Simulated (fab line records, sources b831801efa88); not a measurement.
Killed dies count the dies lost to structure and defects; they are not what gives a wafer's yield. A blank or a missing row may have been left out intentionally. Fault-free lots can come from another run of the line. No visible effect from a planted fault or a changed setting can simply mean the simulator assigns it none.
Split-lot trial	flow sky130	23 wafers read across 5 lots, on a route 708 steps long

ON THE SPLIT
At SKY_SD_N_IMPLANT_10, the setting energy kev was moved away from the recipe's 20 on 6 of the 23 wafers read, by -3.9% to +2.4%. This setting was run at the recipe's value on the other wafers.

Reading taken at the split's own step.

THE READING
In nm, at SKY_SD_N_IMPLANT_10: implant.drp nm, which is the simulator's own figure and was read by no gauge. The file does not state a usual value for it.

wafer	tool, chamber at the split	energy kev as run	against the recipe	implant.drp nm, nm	against lot-mates on the recipe
L076.1	implanter-02, 0	19.21	-3.9%	12.69	-0.31
L076.5	implanter-02, 0	19.21	-3.9%	12.69	-0.31
L076.6	implanter-02, 0	19.21	-3.9%	12.69	-0.31
L076.2	implanter-02, 0	20	recipe	13	-
L076.3	implanter-02, 0	20	recipe	13	-
L078.1	implanter-03, 0	20	recipe	13	-
L078.3	implanter-03, 0	20	recipe	13	-
L078.4	implanter-03, 0	20	recipe	13	-
L078.5	implanter-03, 0	20	recipe	13	-
L078.6	implanter-03, 0	20	recipe	13	-
L083.1	implanter-04, 0	20.48	+2.4%	13.19	+0.19
L083.2	implanter-04, 0	20.48	+2.4%	13.19	+0.19
L083.5	implanter-04, 0	20.48	+2.4%	13.19	+0.19
L083.3	implanter-04, 0	20	recipe	13	-
L083.4	implanter-04, 0	20	recipe	13	-
L081.4	implanter-02, 0	20	recipe	13	-
L081.5	implanter-02, 0	20	recipe	13	-
L081.6	implanter-02, 0	20	recipe	13	-
L084.1	implanter-02, 0	20	recipe	13	-
L084.2	implanter-02, 0	20	recipe	13	-
L084.3	implanter-02, 0	20	recipe	13	-
L084.4	implanter-02, 0	20	recipe	13	-
L084.5	implanter-02, 0	20	recipe	13	-

THE FIT
A straight line over all 23 wafers: implant.drp nm changes by +0.0787 nm for each +1% of energy kev; r = +1.00; the points scatter about the line by 0.00046 nm.
The same after taking each lot's own level away (the mean of its wafers on the recipe; 23 wafers): +0.0787 nm for each +1%; r = +1.00; scatter 0.00046 nm.
According to that fit, moving energy kev by its largest amount changes the reading by 0.31 nm.
The lots' own levels span 13.000 to 13.000 nm.
The two slopes are in agreement: the lot-to-lot level therefore moves the slope only a little.
Check: with one of the wafers moved furthest among these (-3.9%) left out of the fit, the line predicts -0.311 nm for it against its lot-mates. It came out at -0.31 nm against them.

OTHER SPLITS ON THESE WAFERS
Note: prior to the reading, these wafers also went through further splits. Each is held against what the fit with the lots' levels taken away leaves over:
other split on the same wafers	wafers away from the commonest value	r with implant.drp nm (lot level and that fit taken away)
SKY_SD_P_IMPLANT_09 dose cm2	8	+0.09
SKY_RES_XHIGH_COAT_02 resist thk nm	8	-0.28

THE FILE'S OWN FIT
implant.drp nm changes by +0.0788 nm for each +1% of energy kev, r = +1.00.
